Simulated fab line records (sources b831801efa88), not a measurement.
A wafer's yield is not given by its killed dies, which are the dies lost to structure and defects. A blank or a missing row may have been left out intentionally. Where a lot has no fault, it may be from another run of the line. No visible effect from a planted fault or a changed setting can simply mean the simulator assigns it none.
Chamber matching ; flow sky130 ; 4 sister chambers for SKY_VIA2_ETCH_15 on rieDiel-04
The step etches SiO2 in C4F8/O2/Ar, stops on TiN, target depth 546 nm, time 84 s. 8 wafers are shown with their chamber, then 6 later ones without.

WAFERS WITH THEIR CHAMBER
wafer;chamber;oesProductAu (a.u.)
L195.5;2;0.943
L198.3;0;0.937
L198.4;3;0.944
L200.2;0;0.944
L200.6;1;0.937
L212.3;1;0.942
L212.4;3;0.942
L212.5;2;0.936

WAFERS MISSING THEIR CHAMBER
wafer;oesProductAu (a.u.)
L215.1;0.944
L215.3;0.942
L215.5;0.940
L216.2;0.947
L216.3;0.931
L216.4;0.943

EACH ONE'S CHAMBER
wafer;from the rows above;in truth
L215.1;can't be placed: 3 or 0 or 1 or 2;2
L215.3;can't be placed: 3 or 0 or 1 or 2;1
L215.5;can't be placed: 1 or 2 or 0 or 3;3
L216.2;can't be placed: 3 or 0 or 1 or 2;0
L216.3;can't be placed: 1 or 2 or 0 or 3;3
L216.4;can't be placed: 3 or 0 or 1 or 2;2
Placed correctly: 0 of 6. From these rows, 6 cannot be placed; in 6 the true chamber is one of the candidates. 0 placed wrongly.
How it was worked out, from the rows above alone: a wafer's distance from a chamber is the root of the sum, over the readings, of the square of ((its reading less the chamber's mean) divided by the reading's scatter). The wafer belongs to the nearest chamber; if the next one is less than 2 further off, it can't be placed. Each chamber's mean is taken over the wafers shown for it. The scatter: the root of (the sum of the squares of (reading less its chamber's mean) over the shown wafers, divided by (wafers less chambers)).
